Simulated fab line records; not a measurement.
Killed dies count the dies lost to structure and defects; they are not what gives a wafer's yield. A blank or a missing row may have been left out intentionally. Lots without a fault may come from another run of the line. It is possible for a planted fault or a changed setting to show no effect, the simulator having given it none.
One fault through the eyes of 2 desks :: flow sky130 :: every desk sees just its own numbers, and what lay behind them comes last

AT THE METROLOGY DESK
What the gauges read for every lot (on any tool): the sampled wafers with a number, averaged. A lot is out of limits, marked OUT, if its mean lies more than 4 standard deviations from the usual mean; the brackets give that distance.
Columns: A = VIA2_W_RS at SKY_VIA2_RS_MEAS_22, usual 0.276 ohm/sq; B = CAPM_OVL at SKY_CAPM_OVL_MEAS_12, usual 0.8 nm
lot: L713
first seen here: day 36 13:37
A: 0.277
B: 1.0

lot: L715
first seen here: day 37 12:14
A: 0.275
B: 3.3

lot: L714
first seen here: day 37 12:31
A: 0.275
B: 3.2

lot: L716
first seen here: day 37 21:11
A: 0.279
B: 0.2

lot: L717
first seen here: day 38 18:46
A: 0.280
B: 0.0

lot: L719
first seen here: day 38 19:50
A: 0.278
B: 1.0

lot: L720
first seen here: day 39 01:29
A: 0.276
B: 0.6

lot: L721
first seen here: day 39 17:24
A: 0.271
B: 2.3

lot: L723
first seen here: day 40 04:45
A: 0.274
B: -1.4

lot: L724
first seen here: day 40 22:22
A: 0.278
B: 0.2

lot: L726
first seen here: day 41 02:43
A: 0.274
B: 1.6

lot: L728
first seen here: day 41 19:47
A: 0.276
B: -1.2

lot: L731
first seen here: day 42 02:50
A: 0.274
B: -0.3
This desk's finding: nothing out of limits on any of the 13 lots.

THE TOOL OWNER'S DESK: rie-diel-01
The tool's own readings at SKY_VIA2_ETCH_14 (etches BARC in N2/H2, stops on SiO2, time 45.9 s, target depth 60 nm): means of the sampled wafers that have a number, for each lot that ran on this tool. A lot is out of limits, marked OUT, if its mean lies more than 4 standard deviations from the usual mean; the brackets give that distance.
Columns: A = drypump-motor-current-A at SKY_VIA2_ETCH_14, usual 6.03 A; B = oes-product-au at SKY_VIA2_ETCH_14, usual 0.854 a.u.; C = throttle-valve-pct at SKY_VIA2_ETCH_14, usual 13.225 %
lot: L713
first seen here: day 36 12:43
A: 6.22
B: 0.856
C: 13.230

lot: L715
first seen here: day 37 11:19
A: 5.81
B: 0.855
C: 13.213

lot: L717
first seen here: day 38 17:47
A: 5.84
B: 0.853
C: 13.218

lot: L719
first seen here: day 38 18:49
A: 6.14
B: 0.857
C: 13.235

lot: L721
first seen here: day 39 16:31
A: 6.15
B: 0.856
C: 13.232

lot: L723
first seen here: day 40 03:52
A: 6.23
B: 0.855
C: 13.214

lot: L724
first seen here: day 40 21:25
A: 6.14
B: 0.852
C: 13.233
This desk's finding: nothing out of limits on any of the 7 lots.

PUT TOGETHER
The metrology desk saw nothing out of limits.
Nothing out of limits was seen by the tool owner's desk.

WHAT THE SIMULATOR HAD INSERTED
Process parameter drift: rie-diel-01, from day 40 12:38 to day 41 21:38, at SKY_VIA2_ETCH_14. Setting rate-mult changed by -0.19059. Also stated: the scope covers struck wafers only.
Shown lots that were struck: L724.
